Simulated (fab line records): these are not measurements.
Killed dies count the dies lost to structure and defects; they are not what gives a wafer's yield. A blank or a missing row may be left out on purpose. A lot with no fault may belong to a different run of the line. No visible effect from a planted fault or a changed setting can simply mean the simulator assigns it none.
Which tool is to blame?    flow gf180mcu    35 wafers from 12 lots sampled at 5 of the route's 602 steps

## WHAT THE GAUGES READ, wafer by wafer
GF_TOP_METAL_RS_MEAS_05: measures by four-point-probe. Usual: TOP_METAL_ALCU_RS 0.0329 ohm/sq, standard deviation 0.00045.
lot   measured      on             TOP_METAL_ALCU_RS (ohm/sq)  flag
L859  day 27 00:47  film-metro-04  0.0330 0.0334 0.0329        
L862  day 28 02:37  film-metro-01  0.0328 0.0329 0.0328        
L863  day 28 12:41  film-metro-01  0.0335 0.0338 0.0335        
L867  day 29 07:24  film-metro-01  0.0328 0.0328 0.0327        
L868  day 29 18:30  film-metro-01  0.0329 0.0328 0.0329        
L869  day 29 22:53  film-metro-01  0.0333 0.0336 0.0332        
L871  day 30 20:35  film-metro-01  0.0329 0.0334 0.0332        
L872  day 30 23:26  film-metro-04  0.0332 0.0330 0.0325        
L877  day 32 21:08  film-metro-01  0.0321 0.0322               
L879  day 33 11:03  film-metro-01  0.0331 0.0330 0.0325        
L881  day 33 20:34  film-metro-01  0.0320 0.0318 0.0322        
L882  day 33 21:10  film-metro-03  0.0328 0.0326 0.0328        

GF_PASSIVATION_THK_MEAS_01. Usual: PASSIVATION_CVD_00_THK 997 nm, standard deviation 13.
lot   measured      on             PASSIVATION_CVD_00_THK (nm)  flag
L859  day 27 21:02  film-metro-02  989 983 981                  
L862  day 28 22:34  film-metro-02  989 1006 994                 
L863  day 29 08:35  film-metro-03  992 1000 992                 
L867  day 30 03:35  film-metro-04  989 1002 1009                
L868  day 30 13:46  film-metro-02  993 1011 1002                
L869  day 30 17:50  film-metro-02  1010 1010 997                
L871  day 31 14:52  film-metro-03  976 995 989                  
L872  day 31 18:05  film-metro-03  991 1000 1011                
L877  day 33 13:49  film-metro-02  741 776                      OFF
L879  day 34 02:56  film-metro-03  975 793 1025                 OFF
L881  day 34 13:05  film-metro-02  1005 995 1014                
L882  day 34 13:32  film-metro-04  966 1003 1006                

## WHICH TOOL RAN EACH LOT (tool, then ch and the chambers of the sampled wafers, then the start)
lot   GF_TOP_METAL_SPUTTER_02       GF_TOP_METAL_SPUTTER_04       GF_PASSIVATION_CVD_00
L859  pvd-sputter-01, day 27 00:41  pvd-sputter-01, day 27 00:44  pecvd-04 ch 0,1,2, day 27 20:58
L862  pvd-sputter-03, day 28 02:29  pvd-sputter-03, day 28 02:33  pecvd-04 ch 0,2, day 28 22:28
L863  pvd-sputter-01, day 28 12:36  pvd-sputter-01, day 28 12:40  pecvd-01 ch 0,1,2, day 29 08:30
L867  pvd-sputter-04, day 29 07:19  pvd-sputter-04, day 29 07:22  pecvd-04 ch 0,2, day 30 03:31
L868  pvd-sputter-01, day 29 18:22  pvd-sputter-01, day 29 18:26  pecvd-04 ch 1,2, day 30 13:40
L869  pvd-sputter-04, day 29 22:44  pvd-sputter-04, day 29 22:48  pecvd-04 ch 0,1,2, day 30 17:46
L871  pvd-sputter-03, day 30 20:30  pvd-sputter-03, day 30 20:34  pecvd-03 ch 0,1,2, day 31 14:47
L872  pvd-sputter-03, day 30 23:18  pvd-sputter-03, day 30 23:22  pecvd-01 ch 0,1,2, day 31 17:59
L877  pvd-sputter-03, day 32 21:01  pvd-sputter-03, day 32 21:04  pecvd-04 ch 1,2, day 33 13:43
L879  pvd-sputter-03, day 33 10:56  pvd-sputter-03, day 33 11:00  pecvd-04 ch 0,2, day 34 02:49
L881  pvd-sputter-01, day 33 20:29  pvd-sputter-01, day 33 20:33  pecvd-01 ch 0,1, day 34 13:01
L882  pvd-sputter-03, day 33 21:05  pvd-sputter-03, day 33 21:09  pecvd-03 ch 0,1, day 34 13:25
- GF_TOP_METAL_SPUTTER_02: material AlCu, target thk 900 nm, time 47.82 s.
- GF_TOP_METAL_SPUTTER_04: material TiN, target thk 25 nm, time 20.8 s.
- GF_PASSIVATION_CVD_00: deposits SiO2 from TEOS, target thk 1000 nm, time 111.95 s.

## WHAT THE TOOLS THEMSELVES READ (means of the sampled wafers that have a number; where no wafer has one, the mark that the record gives instead)
GF_TOP_METAL_SPUTTER_02. Usual: cathode-dc-power-W 10600 W, standard deviation 1.9; throttle-valve-pct 29.9 %, standard deviation 1.3.
lot   tool            cathode-dc-power-W (W)  throttle-valve-pct (%)  flag
L859  pvd-sputter-01  10600                   30.0                    
L862  pvd-sputter-03  10603                   31.0                    
L863  pvd-sputter-01  10598                   29.2                    
L867  pvd-sputter-04  10602                   30.4                    
L868  pvd-sputter-01  10601                   28.6                    
L869  pvd-sputter-04  10600                   30.5                    
L871  pvd-sputter-03  10598                   30.0                    
L872  pvd-sputter-03  10602                   29.5                    
L877  pvd-sputter-03  10600                   31.1                    
L879  pvd-sputter-03  10598                   30.6                    
L881  pvd-sputter-01  10599                   30.1                    
L882  pvd-sputter-03  10599                   31.1                    

GF_TOP_METAL_SPUTTER_04. Usual: cathode-dc-power-W 6500.1 W, standard deviation 1.1; throttle-valve-pct 29.9 %, standard deviation 1.3.
lot   tool            cathode-dc-power-W (W)  throttle-valve-pct (%)  flag
L859  pvd-sputter-01  6499.3                  30.1                    
L862  pvd-sputter-03  6500.1                  31.1                    
L863  pvd-sputter-01  6499.8                  29.1                    
L867  pvd-sputter-04  6500.4                  30.3                    
L868  pvd-sputter-01  6500.2                  28.5                    
L869  pvd-sputter-04  6500.0                  30.5                    
L871  pvd-sputter-03  6499.6                  29.9                    
L872  pvd-sputter-03  6499.4                  29.5                    
L877  pvd-sputter-03  6500.2                  31.3                    
L879  pvd-sputter-03  6500.6                  30.7                    
L881  pvd-sputter-01  6500.2                  30.0                    
L882  pvd-sputter-03  6501.0                  31.0                    

GF_PASSIVATION_CVD_00. Usual: heater-power-w at 710 W, with a standard deviation of 75.
lot   tool      heater-power-w (W)  flag
L859  pecvd-04  683                 
L862  pecvd-04  730                 
L863  pecvd-01  741                 
L867  pecvd-04  723                 
L868  pecvd-04  747                 
L869  pecvd-04  730                 
L871  pecvd-03  764                 
L872  pecvd-01  676                 
L877  pecvd-04  674                 
L879  pecvd-04  771                 
L881  pecvd-01  657                 
L882  pecvd-03  760                 

## THE ANSWER, worked out from the rows above alone
Rule: take the mean of a lot's wafers that have a number; if it is more than 3 standard deviations from the usual mean, the lot is off. A lot without any number at a reading at which 4 lots or more have one is off too. The other lots that the step has rows for count as sound. The gauges are gone through in route order, then the tools' own readings, and for those a lot's mean is taken as printed above. At the first step where some lot is off, the reading lying furthest off is the one used; lots without a number count as furthest.
Off: L877, L879, at GF_PASSIVATION_THK_MEAS_01 (PASSIVATION_CVD_00_THK).
If a tool, at a process step before that reading, ran all the lots that are off and no sound lot after the first of them, it fits. Gauges at GF_PASSIVATION_THK_MEAS_01: tried the same way as those tools. One candidate fits, namely pecvd-04 at GF_PASSIVATION_CVD_00. A fault onset in the window from L869 (day 30 17:46, its last sound lot) to L877 (day 33 13:43, its first lot off) fits.

## WHAT THE SIMULATOR PUT IN
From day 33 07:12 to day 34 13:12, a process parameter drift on pecvd-04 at GF_PASSIVATION_CVD_00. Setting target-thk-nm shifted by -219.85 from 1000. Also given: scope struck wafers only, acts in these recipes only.
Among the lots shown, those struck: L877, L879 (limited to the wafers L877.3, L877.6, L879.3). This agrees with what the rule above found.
